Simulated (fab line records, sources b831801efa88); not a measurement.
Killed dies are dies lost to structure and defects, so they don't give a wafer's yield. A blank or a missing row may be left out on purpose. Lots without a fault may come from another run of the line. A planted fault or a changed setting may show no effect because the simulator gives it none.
fab line records | flow sky130 | part 2 of 2: steps 29 to 38 of 38
record lots=5 wafers=15 last_day=49
route steps=708 shown SONOS_ONO@186 GATE_OXIDE@187 POLY_GATE@204 RES_PROTECT@206
lots that met no fault: from a run of the same line without faults
start_h: hours from the record's first day to the start of the lot's first wafer shown | wait_h: hours since the lot's step before | " the same as in the row above | L1.1+2: a row that stands for several wafers | - no value, or no start given | * or withheld: withheld | < > ~ a bound
route shown NAME@n: a module of which the file shows steps, and the number in the route of the first | usual: mean/standard deviation of fault-free wafers | same: alike in all rows | chamber/n: place in a boat | sites: the reading at each site | _std_site: their standard deviation | _edge_site: outer sites' mean less inner sites' | radius_mm: how far each site lies from the wafer's centre | mask NAME#n: copy n | behind: the tool/chamber that last shaped the wafer | hold: why the lot was held/for how many hours/how that ended | device: the transistor (n, p or np) that didn't switch | end of line: the same wafers' tests at the end of the route | a step without rows: its recipe alone | killed: dies lost to structure and defects at the first sort, not the wafer's yield | map: a wafer's dies, x killed, . not, _ none there
set.NAME: the setting as run; set.NAME@STEP: as run at that earlier step | model.NAME: the simulator's own value behind a step, which no gauge read
lots at some steps of the route; a table a step, a row a wafer
services: from which hour (start_h, from the record's first day; less than 0 if before it) a tool's chamber was out of use, for how many hours, and why
## steps
# step SKY_RES_PROTECT_STRIP_07
# recipe chemistry=O2/N2 power_w=1400 pressure_mtorr=1500 platen_temp_c=withheld o2_flow_sccm=3000 n2_flow_sccm=300 overash_fraction=0.5
# usual drypump_motor_current_A=5.7/0.66 oes_product_au=0.517/0.0045 strip_time_to_endpoint_s=23.29/0.043
# columns lot.wafer tool chamber start_h wait_h drypump_motor_current_A oes_product_au rf_hours_counter_h strip_time_to_endpoint_s
L075.1 plasma_asher-02 0 345.26 0.1 6.7 0.522 53 23.30
L075.4 " 1 " " 5.4 0.517 - 23.28
L075.5 " 0 " " 6.8 0.512 - 23.28
L077.3 plasma_asher-04 1 359.73 0.1 6.5 0.521 - 23.31
L077.5 " 1 " " 6.5 0.526 - 23.35
L077.6 " 0 " " 5.2 0.526 - 23.31
L078.3 plasma_asher-03 0 473.23 0.1 5.8 0.515 - 23.34
L078.5 " 0 " " 5.8 0.519 - 23.41
L078.6 " 1 " " 5.0 0.521 - 23.34
L085.1 plasma_asher-02 1 473.44 0.1 5.4 0.519 67 23.37
L085.2 " 0 " " 6.7 0.518 67 23.31
L085.5 " 0 " " 6.7 0.519 - 23.34
L092.2 plasma_asher-03 0 493.74 0.1 5.8 0.527 6 23.28
L092.5 " 0 " " 5.8 0.506 - 23.19
L092.6 " 1 " " 4.9 0.520 - 23.20
# step SKY_RES_PROTECT_TW_MEAS_08
# usual POLY_GATE_TW=4009/34
# columns lot.wafer tool chamber start_h wait_h POLY_GATE_TW
L075.1 film_metro-02 - 345.36 0.1 4011
L075.4 " - " " 3999
L075.5 " - " " 4018
L077.3 film_metro-01 - 359.82 0.1 3976
L077.5 " - " " 3985
L077.6 " - " " 3986
L078.3 film_metro-04 - 473.32 0.1 4038
L078.5 " - " " 4049
L078.6 " - " " 4038
L085.1 film_metro-01 - 473.54 0.1 3916
L085.2 " - " " 3923
L085.5 " - " " 3915
L092.2 film_metro-04 - 493.85 0.1 4013
L092.5 " - " " 4009
L092.6 " - " " 4011
# step SKY_RES_PROTECT_CLEAN_09
# recipe chemistry=SC1/SC2 mix=1:4:20 temp_c=70 time_s=150 dry=n2_spin
# columns lot.wafer tool chamber start_h wait_h
L075.1+4+5 wet_bench-02 1 345.42 0.1
L077.3+5+6 wet_bench-02 3 359.86 0.0
L078.3+5+6 wet_bench-01 3 473.36 0.0
L085.1+2+5 wet_bench-01 3 473.60 0.1
L092.2+5+6 wet_bench-04 2 493.90 0.0
# step SKY_POLY_GATE_CVD_03
# recipe material=Si3N4 precursor=DCS/NH3 target_thk_nm=75 temp_c=770 time_s=1290 pressure_mtorr=250
# usual pressure_mtorr=250.0/0.5
# columns lot.wafer tool chamber start_h wait_h pressure_mtorr
L075.1 lpcvd-02 1 345.47 0.0 249.4
L075.4 " 1 " " 249.8
L075.5 " 1 " " 249.8
L077.3 lpcvd-02 0 384.31 24.4 249.1
L077.5 " 0 " " 248.6
L077.6 " 0 " " 249.7
L078.3 lpcvd-02 0 473.81 0.4 250.0
L078.5 " 0 " " 250.0
L078.6 " 0 " " 250.5
L085.1 lpcvd-02 0 473.81 0.2 249.4
L085.2 " 0 " " 250.5
L085.5 " 0 " " 249.6
L092.2 lpcvd-02 1 493.96 0.0 249.7
L092.5 " 1 " " 250.4
L092.6 " 1 " " 249.2
# step SKY_POLY_GATE_THK_MEAS_04
# recipe reads=Si3N4_of_POLY_GATE_CVD_03
# usual POLY_GATE_CVD_03_THK=75.1/0.73
# columns lot.wafer tool chamber start_h wait_h POLY_GATE_CVD_03_THK[nm]
L075.1 film_metro-03 - 346.83 0.0 74.2
L075.4 " - " " 74.2
L075.5 " - " " 73.6
L077.3 film_metro-02 - 386.37 0.0 75.3
L077.5 " - " " 75.7
L077.6 " - " " 74.9
L078.3 film_metro-04 - 475.86 0.0 76.9
L078.5 " - " " 76.5
L078.6 " - " " 76.6
L085.1 film_metro-02 - 475.90 0.1 73.8
L085.2 " - " " 74.8
L085.5 " - " " 74.7
L092.2 film_metro-03 - 495.32 0.0 75.7
L092.5 " - " " 75.3
L092.6 " - " " 75.0
# step SKY_POLY_GATE_DEHYDRATE_05
# recipe temp_c=200 time_s=60
# usual exhaust_pa=45.0/0.93 plate_temp_C=199.97/0.15
# columns lot.wafer tool chamber start_h wait_h exhaust_pa plate_temp_C
L075.1 litho_track-02 0 358.64 11.8 44.2 199.96
L075.4 " 0 " " 45.6 200.21
L075.5 " 0 " " 45.4 200.04
L077.3 litho_track-01 0 399.86 13.5 45.4 200.25
L077.5 " 0 " " 45.6 199.83
L077.6 " 0 " " 45.2 200.07
L078.3 litho_track-03 0 489.60 13.7 44.8 200.12
L078.5 " 0 " " 43.4 199.91
L078.6 " 0 " " 46.0 200.09
L085.1 litho_track-03 0 490.35 14.4 45.1 199.93
L085.2 " 0 " " 44.9 199.81
L085.5 " 0 " " 44.9 199.84
L092.2 litho_track-03 0 510.03 14.7 45.6 200.09
L092.5 " 0 " " 44.9 200.08
L092.6 " 0 " " 44.0 199.89
# step SKY_POLY_GATE_HMDS_06
# recipe prime_time_s=60 prime_temp_c=120
# usual exhaust_pa=44.9/0.8 prime_temp_c=120.02/0.15
# columns lot.wafer tool chamber start_h wait_h exhaust_pa prime_temp_c
L075.1 litho_track-02 0 358.79 0.1 44.4 120.01
L075.4 " 0 " " 44.7 120.02
L075.5 " 0 " " 44.3 120.14
L077.3 litho_track-01 0 400.01 0.1 44.4 119.80
L077.5 " 0 " " 46.5 119.91
L077.6 " 0 " " 43.3 119.62
L078.3 litho_track-03 0 489.75 0.1 44.5 119.88
L078.5 " 0 " " 44.6 119.88
L078.6 " 0 " " 42.7 120.13
L085.1 litho_track-03 0 490.50 0.1 45.1 120.16
L085.2 " 0 " " 45.6 120.24
L085.5 " 0 " " 44.5 120.04
L092.2 litho_track-03 0 510.18 0.1 45.0 120.16
L092.5 " 0 " " 45.6 119.81
L092.6 " 0 " " 45.7 119.84
# step SKY_POLY_GATE_COAT_07
# recipe resist=BARC temp_c=withheld time_s=withheld spin_rpm=3000 resist_thk_nm=110
# usual exhaust_pa=45.0/0.94
# columns lot.wafer tool chamber start_h wait_h exhaust_pa
L075.1 litho_track-02 0 358.94 0.1 44.6
L075.4 " 0 " " 44.0
L075.5 " 0 " " 44.9
L077.3 litho_track-01 0 400.16 0.1 44.8
L077.5 " 0 " " 45.9
L077.6 " 0 " " 44.7
L078.3 litho_track-03 0 489.90 0.1 46.0
L078.5 " 0 " " 46.2
L078.6 " 0 " " 46.6
L085.1 litho_track-03 0 490.65 0.1 46.6
L085.2 " 0 " " 45.5
L085.5 " 0 " " 47.0
L092.2 litho_track-03 0 510.33 0.1 45.7
L092.5 " 0 " " 44.8
L092.6 " 0 " " 45.5
# step SKY_POLY_GATE_COAT_08
# recipe resist=KrF-thick spin_rpm=3000 resist_thk_nm=450
# usual exhaust_pa=45.1/0.99
# columns lot.wafer tool chamber start_h wait_h exhaust_pa
L075.1 litho_track-02 0 - - 45.9
L075.4 " 0 " " 46.0
L075.5 " 0 " " 45.1
L077.3 litho_track-01 0 - - 44.9
L077.5 " 0 " " 45.3
L077.6 " 0 " " 44.5
L078.3 litho_track-03 0 - - 45.3
L078.5 " 0 " " 46.1
L078.6 " 0 " " 46.0
L085.1 litho_track-03 0 - - 46.2
L085.2 " 0 " " 45.0
L085.5 " 0 " " 45.0
L092.2 litho_track-03 0 - - 45.1
L092.5 " 0 " " 45.2
L092.6 " 0 " " 46.5
# step SKY_POLY_GATE_SOFTBAKE_09
# recipe temp_c=100 time_s=90 resist=KrF-thick
# usual exhaust_pa=45.0/0.75 plate_temp_C=100.03/0.15
# columns lot.wafer tool chamber start_h wait_h exhaust_pa plate_temp_C
L075.1 litho_track-02 0 - - 45.8 99.82
L075.4 " 0 " " 44.5 99.93
L075.5 " 0 " " 45.8 99.87
L077.3 litho_track-01 0 - - 45.7 100.02
L077.5 " 0 " " 44.7 100.07
L077.6 " 0 " " 45.1 100.14
L078.3 litho_track-03 0 - - 45.6 100.19
L078.5 " 0 " " 44.5 100.30
L078.6 " 0 " " 43.4 100.14
L085.1 litho_track-03 0 - - 45.1 99.88
L085.2 " 0 " " 46.0 100.01
L085.5 " 0 " " 45.5 100.05
L092.2 litho_track-03 0 - - 45.4 99.88
L092.5 " 0 " " 44.4 100.06
L092.6 " 0 " " 44.3 99.86
## services
# columns tool chamber start_h hours kind
plasma_asher-03 - 272.52 4.3 pm
furnace-02 - 277.66 10.2 repair
lpcvd-01 - 301.79 14.6 pm
iline_stepper-02 - 320.51 1.8 repair
plasma_asher-02 - 325.50 1.6 repair
furnace-02 - 344.46 12.6 repair
iline_stepper-02 - 346.75 1.7 pm
lpcvd-02 - 347.56 33.4 repair
iline_stepper-01 - 348.48 1.7 pm
furnace-01 - 357.73 3.4 pm
implanter-01 - 358.28 0.9 repair
plasma_asher-03 - 361.22 1.5 repair
wet_bench-04 - 372.54 3.4 repair
furnace-02 - 373.30 3.3 pm
implanter-01 - 375.62 3.9 pm
iline_stepper-01 - 376.93 12.0 repair
implanter-01 - 383.51 1.6 repair
iline_stepper-02 - 408.16 4.4 pm
plasma_asher-03 - 421.25 9.0 pm
implanter-01 - 429.12 3.9 repair
furnace-01 - 432.31 3.3 pm
furnace-01 - 442.93 1.1 repair
iline_stepper-01 - 468.33 6.3 repair
lpcvd-01 - 478.28 6.1 pm
